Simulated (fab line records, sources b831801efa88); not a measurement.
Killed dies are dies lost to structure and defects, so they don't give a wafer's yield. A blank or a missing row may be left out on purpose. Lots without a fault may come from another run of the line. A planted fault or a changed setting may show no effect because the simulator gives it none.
fab line records | flow sky130
record lots=6 wafers=18 last_day=50
route steps=708 shown VIA4@652 METAL5@661 PAD_OPEN@708
lots that met no fault: from a run of the same line without faults
start_h: hours from the record's first day to the start of the lot's first wafer shown | wait_h: hours since the lot's step before | " the same as in the row above | L1.1+2: a row that stands for several wafers | - no value, or no start given | * or withheld: withheld | < > ~ a bound
route shown NAME@n: a module of which the file shows steps, and the number in the route of the first | usual: mean/standard deviation of fault-free wafers | same: alike in all rows | chamber/n: place in a boat | sites: the reading at each site | _std_site: their standard deviation | _edge_site: outer sites' mean less inner sites' | radius_mm: how far each site lies from the wafer's centre | mask NAME#n: copy n | behind: the tool/chamber that last shaped the wafer | hold: why the lot was held/for how many hours/how that ended | device: the transistor (n, p or np) that didn't switch | end of line: the same wafers' tests at the end of the route | a step without rows: its recipe alone | killed: dies lost to structure and defects at the first sort, not the wafer's yield | map: a wafer's dies, x killed, . not, _ none there
set.NAME: the setting as run; set.NAME@STEP: as run at that earlier step | model.NAME: the simulator's own value behind a step, which no gauge read
lots at some steps of the route; a table a step, a row a wafer
services: from which hour (start_h, from the record's first day; less than 0 if before it) a tool's chamber was out of use, for how many hours, and why
## steps
# step SKY_VIA4_STRIP_13
# recipe chemistry=O2/N2 power_w=1400 pressure_mtorr=1500 platen_temp_c=withheld o2_flow_sccm=3000 n2_flow_sccm=300 overash_fraction=0.5
# step SKY_VIA4_STRIP_14
# recipe chemistry=post_etch_residue_remover time_s=1200 temp_c=72.5
# step SKY_VIA4_CLEAN_15
# recipe chemistry=IPA time_s=180 temp_c=25
# step SKY_VIA4_CLEAN_16
# recipe chemistry=O3/DIW dry=n2_spin
# step SKY_VIA4_SPUTTER_17
# recipe material=TiN target_thk_nm=20 chamber_pressure_pa=5 power_w=4000 time_s=80
# usual chamber_pressure_pa=4.999/0.01 throttle_valve_pct=30.8/0.99
# same time_s=80
# columns lot.wafer tool chamber start_h wait_h chamber_pressure_pa throttle_valve_pct
L490.1 pvd_sputter-02 - 1014.33 0.0 5.015 30.0
L490.3 " - " " 5.009 30.0
L490.6 " - " " 5.005 30.1
L496.4 pvd_sputter-03 - 1056.13 0.0 4.985 29.5
L496.5 " - " " 5.006 32.9
L496.6 " - " " 4.988 30.4
L501.1 pvd_sputter-03 - 1083.74 0.0 4.985 30.4
L501.3 " - " " 5.001 29.5
L501.4 " - " " 5.007 33.0
L502.3 pvd_sputter-04 - 1087.11 0.0 5.005 31.2
L502.4 " - " " 4.997 29.8
L502.6 " - " " 5.004 31.1
L511.1 pvd_sputter-04 - 1143.44 0.0 4.988 30.5
L511.2 " - " " 5.000 31.1
L511.3 " - " " 4.979 31.2
L512.1 pvd_sputter-03 - 1147.34 0.0 4.996 29.8
L512.2 " - " " 4.997 30.5
L512.3 " - " " 5.002 32.9
# step SKY_VIA4_CVD_18
# recipe material=W target_thk_nm=505 time_s=152.14 temp_c=400 pressure_torr=40
# step SKY_VIA4_RS_MEAS_19
# recipe thk_meas_gauge=four-point-probe reads=W_of_VIA4_CVD_18+TiN_of_VIA4_SPUTTER_17
# usual VIA4_W_RS=0.230/0.0033
# columns lot.wafer tool chamber start_h wait_h VIA4_W_RS[ohm/sq]
L490.1 film_metro-02 - 1014.55 0.1 0.228
L490.3 " - " " 0.226
L490.6 " - " " 0.228
L496.4 film_metro-01 - 1056.37 0.1 0.234
L496.5 " - " " 0.224
L496.6 " - " " 0.231
L501.1 film_metro-01 - 1083.95 0.1 0.238
L501.3 " - " " 0.228
L501.4 " - " " 0.237
L502.3 film_metro-01 - 1087.36 0.1 0.229
L502.4 " - " " 0.230
L502.6 " - " " 0.230
L511.1 film_metro-02 - 1143.66 0.1 0.230
L511.2 " - " " 0.230
L511.3 " - " " 0.232
L512.1 film_metro-04 - 1147.55 0.1 0.228
L512.2 " - " " 0.229
L512.3 " - " " 0.229
# step SKY_VIA4_THK_MEAS_20
# recipe thk_meas_gauge=xrf reads=W_of_VIA4_CVD_18
# usual VIA4_W_THK=492/7.3
# columns lot.wafer tool chamber start_h wait_h VIA4_W_THK[nm]
L490.1 film_metro-02 - 1014.67 0.1 496
L490.3 " - " " 500
L490.6 " - " " 494
L496.4 film_metro-01 - 1056.46 0.1 485
L496.5 " - " " 504
L496.6 " - " " 489
L501.1 film_metro-01 - 1084.07 0.1 471
L501.3 " - " " 493
L501.4 " - " " 476
L502.3 film_metro-01 - 1087.46 0.1 492
L502.4 " - " " 492
L502.6 " - " " 493
L511.1 film_metro-02 - 1143.78 0.1 493
L511.2 " - " " 493
L511.3 " - " " 492
L512.1 film_metro-04 - 1147.67 0.1 497
L512.2 " - " " 496
L512.3 " - " " 494
# step SKY_VIA4_CMP_21
# recipe stop_on=SiO2 t_overpolish_s=25 down_force_psi=3.5 platen_rpm=60 target_thk_nm=0 pad_velocity_m_s=0.94248
# step SKY_METAL5_SPUTTER_00
# recipe material=Ti target_thk_nm=15 power_w=3000 time_s=10 chamber_pressure_pa=0.4
# usual chamber_pressure_pa=0.4001/0.0008 throttle_valve_pct=30.5/0.94
# same time_s=10
# columns lot.wafer tool chamber start_h wait_h chamber_pressure_pa throttle_valve_pct
L490.1 pvd_sputter-01 - 1015.03 0.1 0.3982 29.4
L490.3 " - " " 0.4003 31.2
L490.6 " - " " 0.4000 30.7
L496.4 pvd_sputter-01 - 1056.80 0.2 0.3998 29.1
L496.5 " - " " 0.4000 29.4
L496.6 " - " " 0.3990 31.5
L501.1 pvd_sputter-01 - 1084.52 0.1 0.4011 29.6
L501.3 " - " " 0.4004 29.1
L501.4 " - " " 0.4001 30.6
L502.3 pvd_sputter-01 - 1087.80 0.2 0.4003 31.2
L502.4 " - " " 0.4014 30.6
L502.6 " - " " 0.4001 31.4
L511.1 pvd_sputter-03 - 1144.40 0.2 0.4008 30.6
L511.2 " - " " 0.4013 29.6
L511.3 " - " " 0.3997 32.7
L512.1 pvd_sputter-04 - 1149.44 0.1 0.4016 31.1
L512.2 " - " " 0.4000 31.0
L512.3 " - " " 0.3984 29.9
# step SKY_METAL5_SPUTTER_01
# recipe material=TiN target_thk_nm=20 power_w=6500 time_s=16.7 chamber_pressure_pa=0.4
# usual chamber_pressure_pa=0.4001/0.00079 throttle_valve_pct=30.5/0.97
# same time_s=16.7
# columns lot.wafer tool chamber start_h wait_h chamber_pressure_pa throttle_valve_pct
L490.1 pvd_sputter-01 - 1015.05 0.0 0.4016 29.0
L490.3 " - " " 0.4000 31.5
L490.6 " - " " 0.3995 30.7
L496.4 pvd_sputter-01 - 1056.82 0.0 0.4005 28.9
L496.5 " - " " 0.4006 29.5
L496.6 " - " " 0.4012 31.2
L501.1 pvd_sputter-01 - 1084.55 0.0 0.4014 29.6
L501.3 " - " " 0.3993 29.4
L501.4 " - " " 0.3999 30.9
L502.3 pvd_sputter-01 - 1087.82 0.0 0.4002 31.2
L502.4 " - " " 0.3988 30.9
L502.6 " - " " 0.3983 31.3
L511.1 pvd_sputter-03 - 1144.42 0.0 0.4013 30.6
L511.2 " - " " 0.4010 29.4
L511.3 " - " " 0.3996 33.1
L512.1 pvd_sputter-04 - 1149.46 0.0 0.4003 31.2
L512.2 " - " " 0.3993 30.8
L512.3 " - " " 0.3997 29.8
# step SKY_METAL5_SPUTTER_02
# recipe material=AlCu target_thk_nm=1150 power_w=10600 time_s=61.2 chamber_pressure_pa=0.4
# usual chamber_pressure_pa=0.4000/0.00077 throttle_valve_pct=30.5/0.94
# same time_s=61.2
# columns lot.wafer tool chamber start_h wait_h chamber_pressure_pa throttle_valve_pct
L490.1 pvd_sputter-01 - 1015.08 0.0 0.3997 29.3
L490.3 " - " " 0.3990 31.0
L490.6 " - " " 0.4000 30.7
L496.4 pvd_sputter-01 - 1056.86 0.0 0.4004 29.3
L496.5 " - " " 0.3991 29.4
L496.6 " - " " 0.3995 31.1
L501.1 pvd_sputter-01 - 1084.57 0.0 0.4009 29.7
L501.3 " - " " 0.4010 29.3
L501.4 " - " " 0.3988 30.8
L502.3 pvd_sputter-01 - 1087.85 0.0 0.3996 31.2
L502.4 " - " " 0.3997 30.7
L502.6 " - " " 0.3997 31.1
L511.1 pvd_sputter-03 - 1144.45 0.0 0.4007 30.6
L511.2 " - " " 0.3991 30.0
L511.3 " - " " 0.3993 33.0
L512.1 pvd_sputter-04 - 1149.48 0.0 0.3993 31.1
L512.2 " - " " 0.3992 30.8
L512.3 " - " " 0.3995 29.8
# step SKY_METAL5_SPUTTER_03
# recipe material=Ti target_thk_nm=5 power_w=3039 time_s=3.3 chamber_pressure_pa=0.4
# usual chamber_pressure_pa=0.3999/0.00079 throttle_valve_pct=30.5/0.93
# same time_s=3.3
# columns lot.wafer tool chamber start_h wait_h chamber_pressure_pa throttle_valve_pct
L490.1 pvd_sputter-01 - 1015.13 0.0 0.4002 29.2
L490.3 " - " " 0.4008 31.3
L490.6 " - " " 0.4003 30.7
L496.4 pvd_sputter-01 - 1056.90 0.0 0.3989 29.1
L496.5 " - " " 0.4000 29.6
L496.6 " - " " 0.3989 31.0
L501.1 pvd_sputter-01 - 1084.62 0.0 0.4001 29.5
L501.3 " - " " 0.4009 29.2
L501.4 " - " " 0.3635 32.3
L502.3 pvd_sputter-01 - 1087.90 0.0 0.4000 31.0
L502.4 " - " " 0.3631 32.4
L502.6 " - " " 0.3996 31.2
L511.1 pvd_sputter-03 - 1144.50 0.0 0.3989 30.3
L511.2 " - " " 0.4008 29.5
L511.3 " - " " 0.3996 32.9
L512.1 pvd_sputter-04 - 1149.53 0.0 0.4006 31.4
L512.2 " - " " 0.3998 31.0
L512.3 " - " " 0.3996 29.8
# step SKY_METAL5_SPUTTER_04
# recipe material=TiN target_thk_nm=70 power_w=6500 time_s=58.3 chamber_pressure_pa=0.4
# usual chamber_pressure_pa=0.3999/0.00083 throttle_valve_pct=30.5/0.94
# same time_s=58.3
# columns lot.wafer tool chamber start_h wait_h chamber_pressure_pa throttle_valve_pct
L490.1 pvd_sputter-01 - 1015.15 0.0 0.4008 29.2
L490.3 " - " " 0.3993 31.0
L490.6 " - " " 0.3991 30.5
L496.4 pvd_sputter-01 - 1056.93 0.0 0.4000 28.8
L496.5 " - " " 0.3979 29.6
L496.6 " - " " 0.3989 31.0
L501.1 pvd_sputter-01 - 1084.64 0.0 0.3997 29.6
L501.3 " - " " 0.4009 29.1
L501.4 " - " " 0.3992 30.7
L502.3 pvd_sputter-01 - 1087.92 0.0 0.4003 31.2
L502.4 " - " " 0.3990 30.6
L502.6 " - " " 0.4000 31.0
L511.1 pvd_sputter-03 - 1144.52 0.0 0.4001 30.5
L511.2 " - " " 0.3993 29.5
L511.3 " - " " 0.3999 32.8
L512.1 pvd_sputter-04 - 1149.55 0.0 0.4004 31.5
L512.2 " - " " 0.3995 31.1
L512.3 " - " " 0.3993 29.6
# step SKY_PAD_OPEN_PROBE_99
# usual defect_limited_yield=82.6/1.9 killed_at_M0_to_M3=42/7 killed_at_M4_up=3.2/1.6 killed_at_contacts=24/5.8 killed_at_front_end=16/4.3 killed_at_other=0.3/0.62 killed_dies=86/9.5 killed_open=46/6.4 killed_short=39/6.3 sort_bin_3_pad_short=0.9/0.43 sort_bin_5_function=10.5/1.4 sort_bin_6_memory=6.1/1.2 sort_n_pass=406/9.5 sort_yield_pct=82.6/1.9
# same gross_dies=492 killed_at_back_side=0 sort_bin_4_leakage[%]=0 sort_bin_8_speed[%]=0
# columns lot.wafer tool chamber start_h wait_h defect_limited_yield[%] killed_at_M0_to_M3 killed_at_M4_up killed_at_contacts killed_at_front_end killed_at_other killed_dies killed_open killed_short sort_bin_3_pad_short[%] sort_bin_5_function[%] sort_bin_6_memory[%] sort_n_pass sort_yield_pct[%]
L490.1 prober-01 - 1084.45 0.1 78.7 60 5 23 17 0 105 62 43 0.8 11.0 9.6 387 78.7
L490.3 prober-01 - 1084.55 0.2 83.1 44 3 25 11 0 83 46 36 0.2 11.6 5.1 409 83.1
L490.6 prober-01 - 1084.70 0.2 83.9 41 2 19 17 0 79 35 44 1.4 8.7 5.9 413 83.9
L496.4 prober-01 - 1121.85 0.2 84.1 30 5 26 17 0 78 41 37 1.0 8.9 5.9 414 84.1
L496.5 prober-01 - 1121.90 0.2 85.2 38 1 23 11 0 73 38 35 0.8 8.9 5.1 419 85.2
L496.6 prober-01 - 1121.95 0.2 82.1 41 4 22 21 0 88 42 46 0.8 10.8 6.3 404 82.1
L501.1 prober-02 - 1147.97 0.1 80.9 40 4 30 20 0 94 51 43 0.6 10.4 8.1 398 80.9
L501.3 prober-02 - 1148.07 0.2 81.1 49 1 27 16 0 93 53 39 0.6 11.4 6.9 399 81.1
L501.4 prober-02 - 1148.12 0.2 84.1 30 7 23 18 0 78 45 33 1.0 10.0 4.9 414 84.1
L502.3 prober-01 - 1150.55 0.2 79.3 58 4 24 16 0 102 53 48 0.6 11.2 8.9 390 79.3
L502.4 prober-01 - 1150.60 0.2 85.8 36 2 20 12 0 70 39 31 1.2 8.1 4.9 422 85.8
L502.6 prober-01 - 1150.70 0.2 86.4 35 1 18 13 0 67 38 28 0.8 6.9 5.9 425 86.4
L511.1 prober-02 - 1195.82 0.1 82.1 31 5 35 15 2 88 45 42 1.0 11.2 5.7 404 82.1
L511.2 prober-02 - 1195.87 0.1 86.4 39 4 10 14 0 67 37 29 0.2 8.7 4.7 425 86.4
L511.3 prober-02 - 1195.92 0.2 84.1 30 3 26 19 0 78 47 30 0.4 10.6 4.9 414 84.1
L512.1 prober-01 - 1200.81 0.1 82.1 50 3 19 16 0 88 47 41 1.2 10.8 5.9 404 82.1
L512.2 prober-01 - 1200.86 0.1 81.5 46 6 17 22 0 91 44 47 1.0 11.8 5.7 401 81.5
L512.3 prober-01 - 1200.91 0.2 82.9 44 5 25 10 0 84 43 41 1.4 9.8 5.9 408 82.9
# killed by level:class
L490.1 VIA1:geometric_particle:open=16 CONTACT:geometric_particle:open=13 VIA3:geometric_particle:open=9 METAL1:geometric_particle:short=7 VIA1:geometric_particle:short=7 VIA2:geometric_particle:open=7 FIELD_ISO:geometric_particle:open=4 LI_CONTACT:geometric_particle:open=4
L490.3 LI_CONTACT:geometric_particle:open=8 VIA2:geometric_particle:open=7 VIA3:geometric_particle:open=7 METAL1:geometric_particle:short=6 CONTACT:geometric_particle:open=6 VIA1:geometric_particle:open=6 FIELD_ISO:geometric_particle:open=4 LOCAL_INTERCONNECT:geometric_particle:short=4
L490.6 METAL1:geometric_particle:short=9 CONTACT:geometric_particle:open=7 VIA1:geometric_particle:short=7 FIELD_ISO:geometric_particle:short=6 LI_CONTACT:geometric_particle:open=6 VIA2:geometric_particle:open=6 POLY_GATE:geometric_particle:open=4 METAL2:geometric_particle:short=4
L496.4 VIA2:geometric_particle:open=9 LI_CONTACT:geometric_particle:open=7 CONTACT:geometric_particle:open=6 POLY_GATE:geometric_particle:short=5 LOCAL_INTERCONNECT:geometric_particle:short=5 FIELD_ISO:geometric_particle:open=4 POLY_GATE:geometric_particle:open=4 CONTACT:geometric_particle:short=4
L496.5 VIA3:geometric_particle:open=9 CONTACT:geometric_particle:open=7 FIELD_ISO:geometric_particle:short=6 LOCAL_INTERCONNECT:geometric_particle:short=5 CONTACT:geometric_particle:short=5 VIA2:geometric_particle:open=5 VIA1:geometric_particle:open=5 LI_CONTACT:geometric_particle:open=4
L496.6 LI_CONTACT:geometric_particle:open=10 FIELD_ISO:geometric_particle:short=8 METAL1:geometric_particle:short=7 VIA2:geometric_particle:open=6 METAL2:geometric_particle:short=5 VIA1:geometric_particle:open=5 VIA3:geometric_particle:open=5 POLY_GATE:geometric_particle:short=4
L501.1 VIA1:geometric_particle:open=13 CONTACT:geometric_particle:open=11 LI_CONTACT:geometric_particle:open=8 POLY_GATE:geometric_particle:short=7 VIA2:geometric_particle:open=7 VIA1:geometric_particle:short=6 LOCAL_INTERCONNECT:geometric_particle:short=5 CONTACT:geometric_particle:short=5
L501.3 VIA1:geometric_particle:open=12 CONTACT:geometric_particle:short=11 VIA3:geometric_particle:open=11 VIA2:geometric_particle:open=7 CONTACT:geometric_particle:open=7 METAL1:geometric_particle:short=5 VIA1:geometric_particle:short=5 FIELD_ISO:geometric_particle:open=4
L501.4 CONTACT:geometric_particle:open=10 LI_CONTACT:geometric_particle:open=7 VIA1:geometric_particle:open=6 VIA2:geometric_particle:open=6 POLY_GATE:geometric_particle:open=5 METAL1:geometric_particle:short=5 VIA1:geometric_particle:short=4 METAL4:geometric_particle:short=4
L502.3 CONTACT:geometric_particle:open=12 VIA1:geometric_particle:open=11 METAL2:geometric_particle:short=10 VIA3:geometric_particle:open=10 LOCAL_INTERCONNECT:geometric_particle:short=8 VIA1:geometric_particle:short=7 METAL1:geometric_particle:short=6 VIA2:geometric_particle:open=5
L502.4 VIA1:geometric_particle:open=10 VIA2:geometric_particle:open=8 LOCAL_INTERCONNECT:geometric_particle:short=6 CONTACT:geometric_particle:open=6 CONTACT:geometric_particle:short=4 METAL2:geometric_particle:short=4 FIELD_ISO:geometric_particle:short=3 FIELD_ISO:geometric_particle:open=3
L502.6 CONTACT:geometric_particle:open=7 VIA3:geometric_particle:open=7 VIA2:geometric_particle:open=6 FIELD_ISO:geometric_particle:open=4 FIELD_ISO:geometric_particle:short=4 LI_CONTACT:geometric_particle:open=4 CONTACT:geometric_particle:short=4 VIA1:geometric_particle:open=4
L511.1 CONTACT:geometric_particle:open=11 LI_CONTACT:geometric_particle:open=9 LOCAL_INTERCONNECT:geometric_particle:short=8 VIA2:geometric_particle:open=7 METAL1:geometric_particle:short=5 VIA3:geometric_particle:open=5 LI_CONTACT:geometric_particle:short=4 METAL2:geometric_particle:short=4
L511.2 VIA2:geometric_particle:open=9 POLY_GATE:geometric_particle:open=7 METAL1:geometric_particle:short=7 VIA1:geometric_particle:open=6 CONTACT:geometric_particle:open=5 VIA3:geometric_particle:open=5 METAL4:geometric_particle:short=4 FIELD_ISO:geometric_particle:short=3
L511.3 VIA2:geometric_particle:open=10 LI_CONTACT:geometric_particle:open=8 FIELD_ISO:geometric_particle:open=6 CONTACT:geometric_particle:short=6 LOCAL_INTERCONNECT:geometric_particle:short=5 CONTACT:geometric_particle:open=5 VIA1:geometric_particle:open=5 VIA3:geometric_particle:open=5
L512.1 VIA2:geometric_particle:open=8 VIA1:geometric_particle:open=8 METAL2:geometric_particle:short=6 VIA1:geometric_particle:short=6 METAL1:geometric_particle:short=5 LI_CONTACT:geometric_particle:open=5 CONTACT:geometric_particle:open=5 CONTACT:geometric_particle:short=5
L512.2 METAL2:geometric_particle:short=13 VIA3:geometric_particle:open=8 CONTACT:geometric_particle:open=6 FIELD_ISO:geometric_particle:short=5 VIA1:geometric_particle:open=5 POLY_GATE:geometric_particle:short=5 LI_CONTACT:geometric_particle:open=5 FIELD_ISO:geometric_particle:open=4
L512.3 VIA1:geometric_particle:open=13 CONTACT:geometric_particle:open=11 CONTACT:geometric_particle:short=6 VIA3:geometric_particle:open=6 METAL1:geometric_particle:short=5 VIA1:geometric_particle:short=5 METAL4:geometric_particle:short=5 LOCAL_INTERCONNECT:geometric_particle:short=4
## services
# columns tool chamber start_h hours kind
pvd_sputter-02 - 992.35 1.5 repair
pvd_sputter-02 - 1007.09 0.6 repair
pvd_sputter-03 - 1021.54 1.8 repair
pvd_sputter-01 - 1057.13 1.6 repair
pvd_sputter-02 - 1065.23 5.1 repair
pvd_sputter-01 - 1090.29 2.6 repair
## key
first_sign step=SKY_METAL5_SPUTTER_03 reading=chamber_pressure_pa direction=down sigmas=46 usual=0.3999 struck=0.3633
effect none on later readings
met_at SKY_METAL5_SPUTTER_03
struck_wafers L501.4,L502.4
onset_between 1015.13 1084.62
fault kind=process_parameter_drift tool=pvd_sputter-01 chamber=- onset_h=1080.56 steps=SKY_METAL5_SPUTTER_03 channel=chamber_pressure_pa offset=-0.035576 shape=step end_h=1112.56 acts_in=these_recipes_only stated=0.4 scope=struck_wafers_only
